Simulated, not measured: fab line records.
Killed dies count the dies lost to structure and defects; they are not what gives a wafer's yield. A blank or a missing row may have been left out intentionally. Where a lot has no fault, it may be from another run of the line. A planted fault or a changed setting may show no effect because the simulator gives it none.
fab line records ; flow gf180mcu
record lots=13; wafers=39; lastDay=34
route steps=602 shown MVSD@74 M1@317 V1@350
lots with no fault: from the same line, run without faults
startH: start of the lot's first displayed wafer, in hours after the record's first day ; waitH: how many hours have passed since the lot's step before this one ; " repeats the value in the row above ; L1.1+2: one row covering several wafers at once ; - no value, or no start given ; * or withheld: withheld ; < > ~ a bound
route shown NAME@n: names a module that has steps shown in the file, with the first one's number in the route ; usual: the fault-free wafers' mean and standard deviation ; same: alike in all rows ; chamber/n: place in a boat ; sites: the reading at each site ; _std_site: standard deviation of those values ; _edge_site: the outer-site mean with the inner-site mean subtracted ; radiusMm: for every site, how far away it sits from the centre of the wafer ; mask NAME#n: copy n ; behind: the last tool/chamber to shape the wafer ; hold: reason for holding the lot/hours on hold/outcome of the hold ; device: names the non-switching transistor (n, p or np) ; end of line: tests run on the same wafers once the route is complete ; step lacking rows: just its recipe ; killed: at the first sort, the dies lost to defects and structure; wafer yield is something else ; map: shows each die of a wafer: x if killed, . if not, _ if none is there
set.NAME: the setting as run; set.NAME@STEP: as run at that earlier step ; model.NAME: the simulator's own value behind a step, which no gauge read
a sample of lots followed through the steps of the route, with each step as a table and each wafer as a row
services: a tool's chamber out of use, with start hour (startH, from the record's first day; less than 0 if before it), hours out, and reason
## steps
# step GF_MVSD_IMPLANT_08
# recipe species=P; energyKev=400; doseCm2=1.6e+13; tiltDeg=0
# usual beamEnergyKeV=400.00/0.13
lot.wafer;tool;chamber;startH;waitH;beamEnergyKeV
L793.1;implanter-04;0;83.71;0.0;399.85
L793.2;implanter-04;0;83.71;0.0;400.06
L793.5;implanter-04;0;83.71;0.0;399.92
L795.1;implanter-04;0;93.86;0.0;399.97
L795.3;implanter-04;0;93.86;0.0;399.97
L795.6;implanter-04;0;93.86;0.0;399.81
L796.1;implanter-01;0;99.66;0.0;399.84
L796.3;implanter-01;0;99.66;0.0;399.63
L796.5;implanter-01;0;99.66;0.0;399.81
L797.2;implanter-01;0;104.23;0.0;400.34
L797.3;implanter-01;0;104.23;0.0;400.07
L797.5;implanter-01;0;104.23;0.0;400.18
L799.1;implanter-02;0;120.26;0.0;400.00
L799.2;implanter-02;0;120.26;0.0;400.03
L799.3;implanter-02;0;120.26;0.0;400.00
L800.2;implanter-04;0;131.78;0.0;399.93
L800.3;implanter-04;0;131.78;0.0;399.98
L800.4;implanter-04;0;131.78;0.0;400.07
L807.1;implanter-04;0;164.60;0.0;339.18
L807.4;implanter-04;0;164.60;0.0;339.17
L807.6;implanter-04;0;164.60;0.0;339.27
L810.1;implanter-04;0;182.41;0.0;339.31
L810.3;implanter-04;0;182.41;0.0;339.69
L810.4;implanter-04;0;182.41;0.0;339.45
L811.2;implanter-02;0;186.93;0.0;400.09
L811.5;implanter-02;0;186.93;0.0;400.05
L811.6;implanter-02;0;186.93;0.0;400.08
L812.1;implanter-02;0;194.10;0.0;399.85
L812.5;implanter-02;0;194.10;0.0;399.80
L812.6;implanter-02;0;194.10;0.0;399.94
L813.2;implanter-02;0;203.38;0.0;399.92
L813.3;implanter-02;0;203.38;0.0;400.30
L813.5;implanter-02;0;203.38;0.0;400.20
L814.1;implanter-01;0;205.06;0.0;400.01
L814.2;implanter-01;0;205.06;0.0;400.08
L814.6;implanter-01;0;205.06;0.0;399.99
L815.3;implanter-01;0;210.21;0.1;399.94
L815.4;implanter-01;0;210.21;0.1;399.90
L815.5;implanter-01;0;210.21;0.1;400.09
# step GF_MVSD_STRIP_10
# recipe chemistry=O2/N2; powerW=1400; pressureMtorr=1500; platenTempC=250; o2FlowSccm=3000; n2FlowSccm=300; overashFraction=0.4829
# usual drypumpMotorCurrentA=5.5/0.38; heaterPowerW=341/27; oesProductAu=0.728/0.0049; stripTimeToEndpointS=36.99/0.092
lot.wafer;tool;chamber;startH;waitH;drypumpMotorCurrentA;heaterPowerW;oesProductAu;rfHoursCounterH;stripTimeToEndpointS
L793.1;plasmaAsher-02;0;84.01;0.1;5.4;326;0.736;34;36.88
L793.2;plasmaAsher-02;1;84.01;0.1;5.3;358;0.725;34;36.90
L793.5;plasmaAsher-02;1;84.01;0.1;5.3;347;0.732;-;36.87
L795.1;plasmaAsher-01;1;94.16;0.1;5.2;352;0.738;45;36.95
L795.3;plasmaAsher-01;1;94.16;0.1;5.2;361;0.729;-;36.98
L795.6;plasmaAsher-01;0;94.16;0.1;6.6;376;0.726;-;36.96
L796.1;plasmaAsher-02;0;99.96;0.1;5.4;328;0.725;36;37.11
L796.3;plasmaAsher-02;1;99.96;0.1;5.3;356;0.734;-;37.12
L796.5;plasmaAsher-02;1;99.96;0.1;5.3;343;0.733;-;36.99
L797.2;plasmaAsher-02;1;104.51;0.1;5.3;337;0.725;36;36.85
L797.3;plasmaAsher-02;1;104.51;0.1;5.4;351;0.723;-;37.10
L797.5;plasmaAsher-02;0;104.51;0.1;5.4;330;0.735;-;37.04
L799.1;plasmaAsher-03;1;120.56;0.1;5.5;293;0.725;36;36.99
L799.2;plasmaAsher-03;0;120.56;0.1;5.6;366;0.728;36;37.04
L799.3;plasmaAsher-03;0;120.56;0.1;5.6;373;0.719;-;37.00
L800.2;plasmaAsher-03;1;132.05;0.1;5.6;290;0.733;38;37.10
L800.3;plasmaAsher-03;0;132.05;0.1;5.6;363;0.722;-;37.19
L800.4;plasmaAsher-03;1;132.05;0.1;5.6;292;0.727;-;37.03
L807.1;plasmaAsher-01;0;164.90;0.1;6.6;364;0.732;48;36.94
L807.4;plasmaAsher-01;1;164.90;0.1;5.2;362;0.728;-;37.01
L807.6;plasmaAsher-01;0;164.90;0.1;6.6;370;0.737;-;36.99
L810.1;plasmaAsher-02;1;182.71;0.1;5.4;352;0.727;7;37.08
L810.3;plasmaAsher-02;0;182.71;0.1;5.4;334;0.724;-;37.03
L810.4;plasmaAsher-02;1;182.71;0.1;5.3;347;0.727;-;36.94
L811.2;plasmaAsher-02;1;187.20;0.1;5.4;345;0.727;8;37.07
L811.5;plasmaAsher-02;0;187.20;0.1;5.3;335;0.729;-;37.05
L811.6;plasmaAsher-02;1;187.20;0.1;5.3;350;0.726;-;37.04
L812.1;plasmaAsher-02;0;194.40;0.1;5.4;331;0.733;8;37.14
L812.5;plasmaAsher-02;0;194.40;0.1;5.4;334;0.724;-;37.18
L812.6;plasmaAsher-02;1;194.40;0.1;5.4;346;0.726;-;37.15
L813.2;plasmaAsher-03;0;203.66;0.1;5.6;373;0.734;47;37.06
L813.3;plasmaAsher-03;0;203.66;0.1;5.6;373;0.725;-;37.09
L813.5;plasmaAsher-03;1;203.66;0.1;5.5;287;0.733;-;37.13
L814.1;plasmaAsher-02;1;205.36;0.1;5.3;343;0.726;10;37.12
L814.2;plasmaAsher-02;0;205.36;0.1;5.4;329;0.725;10;37.08
L814.6;plasmaAsher-02;0;205.36;0.1;5.4;331;0.727;-;37.09
L815.3;plasmaAsher-03;1;210.49;0.1;5.5;285;0.723;-;36.95
L815.4;plasmaAsher-03;0;210.49;0.1;5.5;358;0.726;-;37.07
L815.5;plasmaAsher-03;0;210.49;0.1;5.6;372;0.728;-;36.96
# step GF_VT_IMPLANT_RS_MEAS_46
# recipe thkMeasGauge=four-point-probe
# usual MVSD_RS=456.6/1
lot.wafer;tool;chamber;startH;waitH;MVSD_RS[ohm/sq]
L793.1;filmMetro-03;-;158.19;0.1;456.7
L793.2;filmMetro-03;-;158.19;0.1;456.3
L793.5;filmMetro-03;-;158.19;0.1;456.6
L795.1;filmMetro-03;-;171.95;0.1;457.8
L795.3;filmMetro-03;-;171.95;0.1;457.4
L795.6;filmMetro-03;-;171.95;0.1;457.3
L796.1;filmMetro-03;-;178.97;0.1;455.7
L796.3;filmMetro-03;-;178.97;0.1;455.6
L796.5;filmMetro-03;-;178.97;0.1;456.7
L797.2;filmMetro-01;-;183.19;0.1;457.9
L797.3;filmMetro-01;-;183.19;0.1;456.2
L797.5;filmMetro-01;-;183.19;0.1;457.7
L799.1;filmMetro-03;-;202.07;0.1;456.2
L799.2;filmMetro-03;-;202.07;0.1;455.7
L799.3;filmMetro-03;-;202.07;0.1;455.7
L800.2;filmMetro-03;-;214.44;0.1;457.3
L800.3;filmMetro-03;-;214.44;0.1;455.6
L800.4;filmMetro-03;-;214.44;0.1;456.7
L807.1;filmMetro-01;-;253.68;0.1;468.6
L807.4;filmMetro-01;-;253.68;0.1;468.5
L807.6;filmMetro-01;-;253.68;0.1;470.0
L810.1;filmMetro-01;-;275.09;0.1;471.5
L810.3;filmMetro-01;-;275.09;0.1;472.0
L810.4;filmMetro-01;-;275.09;0.1;471.2
L811.2;filmMetro-03;-;277.54;0.1;457.2
L811.5;filmMetro-03;-;277.54;0.1;457.4
L811.6;filmMetro-03;-;277.54;0.1;457.7
L812.1;filmMetro-01;-;288.83;0.1;456.9
L812.5;filmMetro-01;-;288.83;0.1;457.1
L812.6;filmMetro-01;-;288.83;0.1;455.9
L813.2;filmMetro-03;-;298.10;0.1;456.4
L813.3;filmMetro-03;-;298.10;0.1;455.2
L813.5;filmMetro-03;-;298.10;0.1;456.0
L814.1;filmMetro-01;-;299.62;0.1;457.5
L814.2;filmMetro-01;-;299.62;0.1;458.4
L814.6;filmMetro-01;-;299.62;0.1;457.6
L815.3;filmMetro-01;-;306.13;0.1;457.0
L815.4;filmMetro-01;-;306.13;0.1;457.3
L815.5;filmMetro-01;-;306.13;0.1;456.5
# step GF_M1_SPUTTER_02
# recipe material=AlCu; targetThkNm=450; powerW=10600; timeS=23.9; chamberPressurePa=0.4
# usual chamberPressurePa=0.3998/0.00071; throttleValvePct=30.0/1
lot.wafer;tool;chamber;startH;waitH;chamberPressurePa;throttleValvePct
L793.1;pvdSputter-04;-;367.40;0.0;0.4004;30.5
L793.2;pvdSputter-04;-;367.40;0.0;0.3993;29.3
L793.5;pvdSputter-04;-;367.40;0.0;0.4001;30.9
L795.1;pvdSputter-03;-;384.22;0.0;0.4001;31.5
L795.3;pvdSputter-03;-;384.22;0.0;0.3985;30.1
L795.6;pvdSputter-03;-;384.22;0.0;0.4002;29.9
L796.1;pvdSputter-03;-;393.18;0.0;0.4004;30.0
L796.3;pvdSputter-03;-;393.18;0.0;0.3992;30.0
L796.5;pvdSputter-03;-;393.18;0.0;0.3996;30.0
L797.2;pvdSputter-04;-;399.78;0.0;0.3988;29.0
L797.3;pvdSputter-04;-;399.78;0.0;0.3998;30.5
L797.5;pvdSputter-04;-;399.78;0.0;0.4014;30.1
L799.1;pvdSputter-03;-;425.10;0.0;0.3999;27.8
L799.2;pvdSputter-03;-;425.10;0.0;0.3984;29.7
L799.3;pvdSputter-03;-;425.10;0.0;0.4005;32.0
L800.2;pvdSputter-01;-;438.44;0.0;0.3984;30.5
L800.3;pvdSputter-01;-;438.44;0.0;0.3991;29.0
L800.4;pvdSputter-01;-;438.44;0.0;0.3989;31.6
L807.1;pvdSputter-03;-;495.33;0.0;0.4012;30.3
L807.4;pvdSputter-03;-;495.33;0.0;0.3998;28.1
L807.6;pvdSputter-03;-;495.33;0.0;0.3994;28.1
L810.1;pvdSputter-04;-;517.56;0.0;0.4001;29.8
L810.3;pvdSputter-04;-;517.56;0.0;0.4009;30.5
L810.4;pvdSputter-04;-;517.56;0.0;0.3993;29.3
L811.2;pvdSputter-04;-;519.40;0.0;0.3999;30.4
L811.5;pvdSputter-04;-;519.40;0.0;0.4003;29.2
L811.6;pvdSputter-04;-;519.40;0.0;0.3999;30.3
L812.1;pvdSputter-04;-;531.14;0.0;0.4008;30.6
L812.5;pvdSputter-04;-;531.14;0.0;0.4000;30.6
L812.6;pvdSputter-04;-;531.14;0.0;0.4002;30.0
L813.2;pvdSputter-03;-;546.15;0.0;0.3998;29.9
L813.3;pvdSputter-03;-;546.15;0.0;0.4010;31.8
L813.5;pvdSputter-03;-;546.15;0.0;0.4001;30.0
L814.1;pvdSputter-01;-;546.45;0.0;0.4000;31.6
L814.2;pvdSputter-01;-;546.45;0.0;0.3985;29.1
L814.6;pvdSputter-01;-;546.45;0.0;0.4010;30.7
L815.3;pvdSputter-01;-;556.13;0.0;0.4001;29.0
L815.4;pvdSputter-01;-;556.13;0.0;0.3990;30.6
L815.5;pvdSputter-01;-;556.13;0.0;0.3981;31.4
# step GF_V1_OVL_MEAS_15
# usual V1_OVL=2/5.3
lot.wafer;tool;chamber;startH;waitH;V1_OVL[nm]
L793.1;overlay-01;-;414.31;0.1;-7
L793.2;overlay-01;-;414.31;0.1;0
L793.5;overlay-01;-;414.31;0.1;-6
L795.1;overlay-01;-;433.33;0.1;8
L795.3;overlay-01;-;433.33;0.1;7
L795.6;overlay-01;-;433.33;0.1;8
L796.1;overlay-02;-;441.78;0.1;1
L796.3;overlay-02;-;441.78;0.1;4
L796.5;overlay-02;-;441.78;0.1;3
L797.2;overlay-01;-;449.49;0.1;-5
L797.3;overlay-01;-;449.49;0.1;-2
L797.5;overlay-01;-;449.49;0.1;-3
L799.1;overlay-02;-;475.83;0.1;13
L799.2;overlay-02;-;475.83;0.1;2
L799.3;overlay-02;-;475.83;0.1;7
L800.2;overlay-02;-;489.14;0.1;6
L800.3;overlay-02;-;489.14;0.1;3
L800.4;overlay-02;-;489.14;0.1;8
L807.1;overlay-02;-;544.33;0.1;-3
L807.4;overlay-02;-;544.33;0.1;2
L807.6;overlay-02;-;544.33;0.1;4
L810.1;overlay-02;-;564.63;0.1;-1
L810.3;overlay-02;-;564.63;0.1;0
L810.4;overlay-02;-;564.63;0.1;5
L811.2;overlay-01;-;566.91;0.1;10
L811.5;overlay-01;-;566.91;0.1;13
L811.6;overlay-01;-;566.91;0.1;5
L812.1;overlay-01;-;577.06;0.1;3
L812.5;overlay-01;-;577.06;0.1;11
L812.6;overlay-01;-;577.06;0.1;6
L813.2;overlay-02;-;591.69;0.1;2
L813.3;overlay-02;-;591.69;0.1;2
L813.5;overlay-02;-;591.69;0.1;4
L814.1;overlay-01;-;592.03;0.1;1
L814.2;overlay-01;-;592.03;0.1;2
L814.6;overlay-01;-;592.03;0.1;3
L815.3;overlay-02;-;600.45;0.1;-5
L815.4;overlay-02;-;600.45;0.1;4
L815.5;overlay-02;-;600.45;0.1;-4
## services
tool;chamber;startH;hours;kind
implanter-02;-;74.86;2.7;pm
plasmaAsher-02;-;108.75;9.0;pm
implanter-02;-;140.71;4.2;pm
plasmaAsher-02;-;143.14;4.3;pm
implanter-01;-;148.13;3.2;repair
implanter-01;-;155.05;0.6;repair
pvdSputter-03;-;182.99;4.1;repair
pvdSputter-03;-;206.73;5.2;repair
implanter-02;-;209.79;12.2;repair
implanter-02;-;226.64;1.8;repair
implanter-01;-;240.32;3.6;repair
plasmaAsher-02;-;271.92;0.8;repair
implanter-04;-;294.72;3.9;repair
implanter-04;-;313.41;3.2;repair
implanter-04;-;322.18;0.6;repair
implanter-04;-;342.05;1.7;repair
pvdSputter-03;-;427.30;15.2;repair
implanter-04;-;447.27;1.1;repair
plasmaAsher-02;-;450.50;1.2;repair
implanter-04;-;463.89;4.4;pm
plasmaAsher-02;-;498.59;35.6;repair
implanter-04;-;515.71;3.4;repair
pvdSputter-04;-;534.53;3.6;repair
pvdSputter-04;-;546.02;7.4;repair
## key
firstSign step=GF_MVSD_IMPLANT_08; reading=beamEnergyKeV; direction=down; sigmas=99+; usual=400.00; struck=339.35
effect step=GF_VT_IMPLANT_RS_MEAS_46; reading=MVSD_RS; direction=up; sigmas=14; usual=456.6; struck=470.3
metAt GF_MVSD_IMPLANT_08
struckLots L807,L810
testerLeftOut L807,L810
notActingAt GF_MVSD_STRIP_10,GF_M1_SPUTTER_02,GF_V1_OVL_MEAS_15
onsetBetween 131.78 164.60
fault kind=processParameterDrift; tool=implanter-04; chamber=-; onsetH=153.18; steps=GF_MVSD_IMPLANT_08; channel=energyKev; offset=-60.543; shape=step; endH=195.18; actsIn=theseRecipesOnly; stated=400
# testerLeftOut: of these lots the tester's yield and bins aren't shown, on N5 and GAA mostly nor the transistor test; their killed dies are dies lost to structure and defects alone, not to doping, threshold or leakage, so they don't give the yield
